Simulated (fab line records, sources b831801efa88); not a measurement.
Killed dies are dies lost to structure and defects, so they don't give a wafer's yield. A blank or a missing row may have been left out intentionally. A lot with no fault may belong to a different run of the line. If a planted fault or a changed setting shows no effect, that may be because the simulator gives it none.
fab line records -- flow gf180mcu
record: lots: 16, wafers: 48, lastDay: 34
route steps=602 shown STI@3 HV_LDD@231 NSD@239
lots untouched by any fault: they come from a run of this same line in which no faults occurred
startH: hours from the record's opening day to when the first of the lot's shown wafers began -- waitH: hours elapsed since this lot's preceding step -- " identical to the entry in the row above -- L1.1+2: one row covering several wafers at once -- - either no value or no given start -- * or withheld: withheld -- < > ~ a bound
route shown NAME@n: names a module that has steps shown in the file, with the first one's number in the route -- usual: mean/standard deviation of fault-free wafers -- same: alike in all rows -- chamber/n: place in a boat -- sites: each site's reading -- _std_site: the standard deviation of these -- _edge_site: the outer-site mean with the inner-site mean subtracted -- radiusMm: how far each site lies from the wafer's centre -- mask NAME#n: copy n -- behind: the most recent tool/chamber to have shaped the wafer -- hold: why the lot went on hold/how many hours it stayed there/how the hold came to an end -- device: the n, p or np transistor that did not switch -- end of line: tests run on the same wafers once the route is complete -- where a step has no rows: the recipe by itself -- killed: the dies lost at the first sort to structure and to defects; this is not the yield of the wafer -- map: a wafer's dies, marking killed ones x, the rest . and places with no die _
set.NAME: the run value of the setting; set.NAME@STEP: its run value at that earlier step -- model.NAME: the simulator's own value behind a step, which no gauge read
route steps across a sampled set of lots; one table per step, one row per wafer
services: a tool's chamber out of use, with start hour (startH, from the record's first day; less than 0 if before it), hours out, and reason
== steps ==
step: GF_STI_THK_MEAS_02
recipe: reads: SiO2_of_STI_OXIDATION_01
usual: STI_OXIDATION_THK: 10.10/0.17
lot.wafer,tool,chamber,startH,waitH,STI_OXIDATION_THK[nm]
L982.1,filmMetro-03,-,16.58,0.0,10.05
L982.2,filmMetro-03,-,16.58,0.0,10.10
L982.4,filmMetro-03,-,16.58,0.0,10.09
L983.2,filmMetro-01,-,21.52,0.0,10.36
L983.3,filmMetro-01,-,21.52,0.0,10.40
L983.5,filmMetro-01,-,21.52,0.0,10.37
L984.3,filmMetro-01,-,27.10,0.0,10.18
L984.4,filmMetro-01,-,27.10,0.0,10.22
L984.6,filmMetro-01,-,27.10,0.0,10.14
L985.1,filmMetro-02,-,31.51,0.0,10.16
L985.2,filmMetro-02,-,31.51,0.0,9.82
L985.6,filmMetro-02,-,31.51,0.0,10.20
L986.2,filmMetro-02,-,36.52,0.0,10.24
L986.5,filmMetro-02,-,36.52,0.0,10.30
L986.6,filmMetro-02,-,36.52,0.0,10.06
L987.2,filmMetro-02,-,41.52,0.0,10.25
L987.4,filmMetro-02,-,41.52,0.0,10.09
L987.6,filmMetro-02,-,41.52,0.0,10.15
L988.2,filmMetro-02,-,46.52,0.0,10.25
L988.4,filmMetro-02,-,46.52,0.0,10.08
L988.5,filmMetro-02,-,46.52,0.0,10.04
L989.3,filmMetro-03,-,51.53,0.0,10.14
L989.4,filmMetro-03,-,51.53,0.0,10.17
L989.5,filmMetro-03,-,51.53,0.0,10.34
L990.3,filmMetro-02,-,57.38,0.0,9.94
L990.4,filmMetro-02,-,57.38,0.0,10.26
L990.5,filmMetro-02,-,57.38,0.0,10.32
L991.4,filmMetro-03,-,61.54,0.0,10.14
L991.5,filmMetro-03,-,61.54,0.0,10.08
L991.6,filmMetro-03,-,61.54,0.0,10.15
L992.1,filmMetro-03,-,67.33,0.0,10.20
L992.5,filmMetro-03,-,67.33,0.0,10.10
L992.6,filmMetro-03,-,67.33,0.0,10.21
L993.1,filmMetro-01,-,73.80,0.0,10.07
L993.2,filmMetro-01,-,73.80,0.0,10.21
L993.3,filmMetro-01,-,73.80,0.0,10.14
L995.2,filmMetro-01,-,82.19,0.0,10.07
L995.3,filmMetro-01,-,82.19,0.0,10.09
L995.5,filmMetro-01,-,82.19,0.0,10.16
L996.1,filmMetro-02,-,86.51,0.0,9.97
L996.3,filmMetro-02,-,86.51,0.0,10.15
L996.6,filmMetro-02,-,86.51,0.0,10.03
L100.1,filmMetro-03,-,106.51,0.0,9.89
L100.4,filmMetro-03,-,106.51,0.0,9.82
L100.5,filmMetro-03,-,106.51,0.0,9.96
L102.3,filmMetro-02,-,116.53,0.0,10.00
L102.4,filmMetro-02,-,116.53,0.0,9.97
L102.5,filmMetro-02,-,116.53,0.0,9.94
step: GF_STI_THK_MEAS_04
recipe: reads: Si3N4_of_STI_CVD_03
usual: STI_CVD_03_THK: 208.6/1.8
lot.wafer,tool,chamber,startH,waitH,STI_CVD_03_THK[nm]
L982.1,filmMetro-02,-,18.63,0.0,209.2
L982.2,filmMetro-02,-,18.63,0.0,209.0
L982.4,filmMetro-02,-,18.63,0.0,209.4
L983.2,filmMetro-03,-,23.57,0.0,208.3
L983.3,filmMetro-03,-,23.57,0.0,210.1
L983.5,filmMetro-03,-,23.57,0.0,210.0
L984.3,filmMetro-02,-,29.15,0.0,210.7
L984.4,filmMetro-02,-,29.15,0.0,210.9
L984.6,filmMetro-02,-,29.15,0.0,208.9
L985.1,filmMetro-03,-,33.56,0.0,208.9
L985.2,filmMetro-03,-,33.56,0.0,208.6
L985.6,filmMetro-03,-,33.56,0.0,207.9
L986.2,filmMetro-03,-,38.57,0.0,207.8
L986.5,filmMetro-03,-,38.57,0.0,208.0
L986.6,filmMetro-03,-,38.57,0.0,207.6
L987.2,filmMetro-03,-,43.57,0.0,209.1
L987.4,filmMetro-03,-,43.57,0.0,210.8
L987.6,filmMetro-03,-,43.57,0.0,208.3
L988.2,filmMetro-01,-,48.57,0.0,211.5
L988.4,filmMetro-01,-,48.57,0.0,210.0
L988.5,filmMetro-01,-,48.57,0.0,209.7
L989.3,filmMetro-01,-,53.58,0.0,210.5
L989.4,filmMetro-01,-,53.58,0.0,210.6
L989.5,filmMetro-01,-,53.58,0.0,209.8
L990.3,filmMetro-03,-,59.43,0.0,209.4
L990.4,filmMetro-03,-,59.43,0.0,209.1
L990.5,filmMetro-03,-,59.43,0.0,209.6
L991.4,filmMetro-01,-,63.59,0.0,209.1
L991.5,filmMetro-01,-,63.59,0.0,209.2
L991.6,filmMetro-01,-,63.59,0.0,210.6
L992.1,filmMetro-01,-,69.38,0.0,208.7
L992.5,filmMetro-01,-,69.38,0.0,207.4
L992.6,filmMetro-01,-,69.38,0.0,209.6
L993.1,filmMetro-02,-,75.85,0.0,208.8
L993.2,filmMetro-02,-,75.85,0.0,208.4
L993.3,filmMetro-02,-,75.85,0.0,209.2
L995.2,filmMetro-01,-,84.23,0.0,209.7
L995.3,filmMetro-01,-,84.23,0.0,209.2
L995.5,filmMetro-01,-,84.23,0.0,208.3
L996.1,filmMetro-03,-,88.56,0.0,210.0
L996.3,filmMetro-03,-,88.56,0.0,211.0
L996.6,filmMetro-03,-,88.56,0.0,212.3
L100.1,filmMetro-01,-,108.56,0.0,207.6
L100.4,filmMetro-01,-,108.56,0.0,208.1
L100.5,filmMetro-01,-,108.56,0.0,207.4
L102.3,filmMetro-01,-,124.32,0.0,205.8
L102.4,filmMetro-01,-,124.32,0.0,205.9
L102.5,filmMetro-01,-,124.32,0.0,206.0
step: GF_HV_LDD_THK_MEAS_55
recipe: reads: SiO2_of_HV_LDD_CVD_54
usual: HV_LDD_CVD_54_THK: 10.01/0.11
lot.wafer,tool,chamber,startH,waitH,HV_LDD_CVD_54_THK[nm]
L982.1,filmMetro-04,-,286.40,0.0,10.19
L982.2,filmMetro-04,-,286.40,0.0,10.06
L982.4,filmMetro-04,-,286.40,0.0,10.25
L983.2,filmMetro-04,-,288.86,0.0,10.03
L983.3,filmMetro-04,-,288.86,0.0,9.84
L983.5,filmMetro-04,-,288.86,0.0,9.99
L984.3,filmMetro-03,-,297.18,0.0,10.03
L984.4,filmMetro-03,-,297.18,0.0,10.04
L984.6,filmMetro-03,-,297.18,0.0,10.01
L985.1,filmMetro-03,-,307.75,0.0,9.97
L985.2,filmMetro-03,-,307.75,0.0,10.01
L985.6,filmMetro-03,-,307.75,0.0,10.00
L986.2,filmMetro-02,-,311.66,0.0,10.13
L986.5,filmMetro-02,-,311.66,0.0,10.23
L986.6,filmMetro-02,-,311.66,0.0,10.17
L987.2,filmMetro-03,-,319.77,0.0,9.93
L987.4,filmMetro-03,-,319.77,0.0,10.09
L987.6,filmMetro-03,-,319.77,0.0,9.84
L988.2,filmMetro-03,-,329.87,0.0,10.01
L988.4,filmMetro-03,-,329.87,0.0,10.16
L988.5,filmMetro-03,-,329.87,0.0,10.07
L989.3,filmMetro-04,-,340.46,0.0,9.90
L989.4,filmMetro-04,-,340.46,0.0,10.02
L989.5,filmMetro-04,-,340.46,0.0,10.11
L990.3,filmMetro-03,-,344.83,0.0,10.00
L990.4,filmMetro-03,-,344.83,0.0,9.92
L990.5,filmMetro-03,-,344.83,0.0,9.94
L991.4,filmMetro-04,-,360.41,0.0,10.00
L991.5,filmMetro-04,-,360.41,0.0,10.03
L991.6,filmMetro-04,-,360.41,0.0,10.11
L992.1,filmMetro-02,-,366.00,0.0,9.79
L992.5,filmMetro-02,-,366.00,0.0,9.87
L992.6,filmMetro-02,-,366.00,0.0,9.90
L993.1,filmMetro-04,-,372.85,0.0,9.88
L993.2,filmMetro-04,-,372.85,0.0,9.96
L993.3,filmMetro-04,-,372.85,0.0,10.01
L995.2,filmMetro-03,-,390.20,0.0,10.04
L995.3,filmMetro-03,-,390.20,0.0,9.94
L995.5,filmMetro-03,-,390.20,0.0,9.95
L996.1,filmMetro-04,-,396.11,0.0,9.77
L996.3,filmMetro-04,-,396.11,0.0,9.87
L996.6,filmMetro-04,-,396.11,0.0,9.84
L100.1,filmMetro-03,-,427.73,0.0,10.06
L100.4,filmMetro-03,-,427.73,0.0,10.13
L100.5,filmMetro-03,-,427.73,0.0,9.96
L102.3,filmMetro-03,-,450.75,0.0,9.86
L102.4,filmMetro-03,-,450.75,0.0,9.95
L102.5,filmMetro-03,-,450.75,0.0,9.93
step: GF_NSD_EXPOSE_04
recipe: maskId: Nplus, targetCdNm: 400, na: 0.6, sourceShape: conventional, sigmaOuter: 0.6, doseMj: 140
usual: exposureDoseMJCm2: 139.88/0.13, stageVelMmS: 499.98/0.27
lot.wafer,tool,chamber,startH,waitH,mask,exposureDoseMJCm2,stageVelMmS
L982.1,ilineStepper-01,0,297.93,-,Nplus#0,139.83,500.14
L982.2,ilineStepper-01,0,297.93,-,Nplus#0,139.80,499.93
L982.4,ilineStepper-01,0,297.93,-,Nplus#0,139.68,500.00
L983.2,ilineStepper-02,0,301.60,-,Nplus#0,140.01,500.06
L983.3,ilineStepper-02,0,301.60,-,Nplus#0,140.13,499.81
L983.5,ilineStepper-02,0,301.60,-,Nplus#0,140.15,500.07
L984.3,ilineStepper-01,0,308.76,-,Nplus#0,139.95,499.65
L984.4,ilineStepper-01,0,308.76,-,Nplus#0,139.71,500.13
L984.6,ilineStepper-01,0,308.76,-,Nplus#0,139.96,499.96
L985.1,ilineStepper-01,0,319.58,-,Nplus#0,140.00,499.98
L985.2,ilineStepper-01,0,319.58,-,Nplus#0,139.86,500.10
L985.6,ilineStepper-01,0,319.58,-,Nplus#0,139.84,499.89
L986.2,ilineStepper-01,0,323.65,-,Nplus#0,139.97,499.99
L986.5,ilineStepper-01,0,323.65,-,Nplus#0,139.88,500.28
L986.6,ilineStepper-01,0,323.65,-,Nplus#0,139.80,500.34
L987.2,ilineStepper-01,0,331.96,-,Nplus#0,139.74,499.80
L987.4,ilineStepper-01,0,331.96,-,Nplus#0,139.65,499.91
L987.6,ilineStepper-01,0,331.96,-,Nplus#0,139.82,500.16
L988.2,ilineStepper-01,0,343.13,-,Nplus#0,140.01,499.58
L988.4,ilineStepper-01,0,343.13,-,Nplus#0,139.69,499.63
L988.5,ilineStepper-01,0,343.13,-,Nplus#0,139.67,499.48
L989.3,ilineStepper-01,0,352.75,-,Nplus#0,139.57,500.35
L989.4,ilineStepper-01,0,352.75,-,Nplus#0,139.61,499.84
L989.5,ilineStepper-01,0,352.75,-,Nplus#0,139.85,500.09
L990.3,ilineStepper-01,0,357.23,-,Nplus#0,140.11,499.87
L990.4,ilineStepper-01,0,357.23,-,Nplus#0,139.73,499.13
L990.5,ilineStepper-01,0,357.23,-,Nplus#0,139.97,499.91
L991.4,ilineStepper-01,0,373.07,-,Nplus#0,139.79,499.88
L991.5,ilineStepper-01,0,373.07,-,Nplus#0,139.84,500.02
L991.6,ilineStepper-01,0,373.07,-,Nplus#0,139.74,500.06
L992.1,ilineStepper-02,0,378.80,-,Nplus#0,139.64,499.86
L992.5,ilineStepper-02,0,378.80,-,Nplus#0,139.90,499.94
L992.6,ilineStepper-02,0,378.80,-,Nplus#0,139.74,500.05
L993.1,ilineStepper-02,0,386.69,-,Nplus#0,140.05,499.94
L993.2,ilineStepper-02,0,386.69,-,Nplus#0,140.07,500.11
L993.3,ilineStepper-02,0,386.69,-,Nplus#0,139.85,499.92
L995.2,ilineStepper-01,0,404.48,-,Nplus#0,119.10,500.26
L995.3,ilineStepper-01,0,404.48,-,Nplus#0,118.88,499.86
L995.5,ilineStepper-01,0,404.48,-,Nplus#0,119.02,500.19
L996.1,ilineStepper-01,0,411.31,-,Nplus#0,119.02,499.99
L996.3,ilineStepper-01,0,411.31,-,Nplus#0,119.18,499.52
L996.6,ilineStepper-01,0,411.31,-,Nplus#0,119.02,499.95
L100.1,ilineStepper-01,0,441.35,-,Nplus#0,126.37,499.67
L100.4,ilineStepper-01,0,441.35,-,Nplus#0,126.33,499.89
L100.5,ilineStepper-01,0,441.35,-,Nplus#0,126.59,499.88
L102.3,ilineStepper-01,0,463.82,-,Nplus#0,129.20,500.21
L102.4,ilineStepper-01,0,463.82,-,Nplus#0,129.47,499.72
L102.5,ilineStepper-01,0,463.82,-,Nplus#0,129.24,499.74
step: GF_NSD_CD_MEAS_07
recipe: targetCdNm: 400
usual: cdNm: 398.6/2.4
lot.wafer,tool,chamber,startH,waitH,hold,cdNm
L982.1,cdSem-02,-,307.68,0.1,-,401.4
L982.2,cdSem-02,-,307.68,0.1,-,398.5
L982.4,cdSem-02,-,307.68,0.1,-,400.1
L983.2,cdSem-02,-,311.58,0.1,-,394.4
L983.3,cdSem-02,-,311.58,0.1,-,397.5
L983.5,cdSem-02,-,311.58,0.1,-,393.8
L984.3,cdSem-02,-,318.90,0.1,-,397.9
L984.4,cdSem-02,-,318.90,0.1,-,398.1
L984.6,cdSem-02,-,318.90,0.1,-,399.3
L985.1,cdSem-01,-,329.71,0.1,-,400.1
L985.2,cdSem-01,-,329.71,0.1,-,399.2
L985.6,cdSem-01,-,329.71,0.1,-,401.5
L986.2,cdSem-01,-,333.80,0.1,-,397.8
L986.5,cdSem-01,-,333.80,0.1,-,397.4
L986.6,cdSem-01,-,333.80,0.1,-,396.0
L987.2,cdSem-01,-,342.65,0.1,-,398.1
L987.4,cdSem-01,-,342.65,0.1,-,396.7
L987.6,cdSem-01,-,342.65,0.1,-,397.8
L988.2,cdSem-02,-,353.98,0.1,-,394.5
L988.4,cdSem-02,-,353.98,0.1,-,396.6
L988.5,cdSem-02,-,353.98,0.1,-,392.9
L989.3,cdSem-02,-,363.70,0.2,-,401.0
L989.4,cdSem-02,-,363.70,0.2,-,400.2
L989.5,cdSem-02,-,363.70,0.2,-,397.6
L990.3,cdSem-02,-,368.07,0.1,-,402.0
L990.4,cdSem-02,-,368.07,0.1,-,402.4
L990.5,cdSem-02,-,368.07,0.1,-,400.6
L991.4,cdSem-02,-,383.90,0.1,-,401.4
L991.5,cdSem-02,-,383.90,0.1,-,400.2
L991.6,cdSem-02,-,383.90,0.1,-,402.5
L992.1,cdSem-01,-,390.51,0.1,-,402.0
L992.5,cdSem-01,-,390.51,0.1,-,402.1
L992.6,cdSem-01,-,390.51,0.1,-,402.1
L993.1,cdSem-01,-,397.84,0.1,-,399.0
L993.2,cdSem-01,-,397.84,0.1,-,396.2
L993.3,cdSem-01,-,397.84,0.1,-,398.7
L995.2,cdSem-02,-,415.93,0.1,awaitDispo/0.2h/release,351.1
L995.3,cdSem-02,-,415.93,0.1,awaitDispo/0.2h/release,354.2
L995.5,cdSem-02,-,415.93,0.1,awaitDispo/0.2h/release,354.0
L995.2,cdSem-02,-,416.21,0.3,-,351.3
L995.3,cdSem-02,-,416.21,0.3,-,354.1
L995.5,cdSem-02,-,416.21,0.3,-,353.7
L996.1,cdSem-02,-,423.19,0.1,awaitDispo/0.2h/release,351.7
L996.3,cdSem-02,-,423.19,0.1,awaitDispo/0.2h/release,349.8
L996.6,cdSem-02,-,423.19,0.1,awaitDispo/0.2h/release,351.9
L996.1,cdSem-02,-,423.48,0.3,-,351.6
L996.3,cdSem-02,-,423.48,0.3,-,349.6
L996.6,cdSem-02,-,423.48,0.3,-,351.3
L100.1,cdSem-01,-,453.22,0.1,awaitDispo/0.2h/release,370.9
L100.4,cdSem-01,-,453.22,0.1,awaitDispo/0.2h/release,370.1
L100.5,cdSem-01,-,453.22,0.1,awaitDispo/0.2h/release,370.8
L100.1,cdSem-01,-,453.51,0.3,-,371.1
L100.4,cdSem-01,-,453.51,0.3,-,370.2
L100.5,cdSem-01,-,453.51,0.3,-,371.6
L102.3,cdSem-01,-,476.00,0.1,awaitDispo/0.2h/release,377.4
L102.4,cdSem-01,-,476.00,0.1,awaitDispo/0.2h/release,377.5
L102.5,cdSem-01,-,476.00,0.1,awaitDispo/0.2h/release,376.3
L102.3,cdSem-01,-,476.28,0.3,-,377.1
L102.4,cdSem-01,-,476.28,0.3,-,377.3
L102.5,cdSem-01,-,476.28,0.3,-,376.9
== services ==
tool,chamber,startH,hours,kind
ilineStepper-01,0,279.76,-,calibration
ilineStepper-02,-,307.41,4.2,repair
ilineStepper-02,0,421.17,-,calibration
ilineStepper-01,-,456.06,1.7,pm
ilineStepper-02,-,461.11,1.7,pm
== key ==
firstSign: step: GF_NSD_EXPOSE_04, reading: exposureDoseMJCm2, direction: down, sigmas: 99+, usual: 139.88, struck: 123.45
effect: step: GF_NSD_CD_MEAS_07, reading: visit, direction: added, through: controlLoop
effect: step: GF_NSD_CD_MEAS_07, reading: cdNm, direction: down, sigmas: 15, usual: 398.6, struck: 363.0, through: controlLoop
metAt GF_NSD_EXPOSE_04
struckLots L995,L996,L100,L102
sortLeftOut L995.2,L995.3,L995.5,L996.1,L996.3,L996.6
testerLeftOut L995,L996,L100,L102
loopTrim: step: GF_NSD_EXPOSE_04, setting: dose, lots: L100,L102
notActingAt GF_STI_THK_MEAS_02,GF_STI_THK_MEAS_04,GF_HV_LDD_THK_MEAS_55
onsetBetween 373.07 404.48
fault: kind: processParameterDrift, tool: ilineStepper-01, chamber: -, onsetH: 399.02, steps: GF_NSD_EXPOSE_04, channel: doseMj, offset: -20.828, shape: step, actsIn: theseRecipesOnly, stated: 140
testerLeftOut: of these lots the tester's yield and bins aren't shown, on N5 and GAA mostly nor the transistor test; their killed dies are dies lost to structure and defects alone, not to doping, threshold or leakage, so they don't give the yield
sortLeftOut: the simulated sort isn't trusted on such a fault, so these wafers' sort isn't shown, and their yield isn't known
loopTrim: a control loop set the setting to another value than it would have without faults
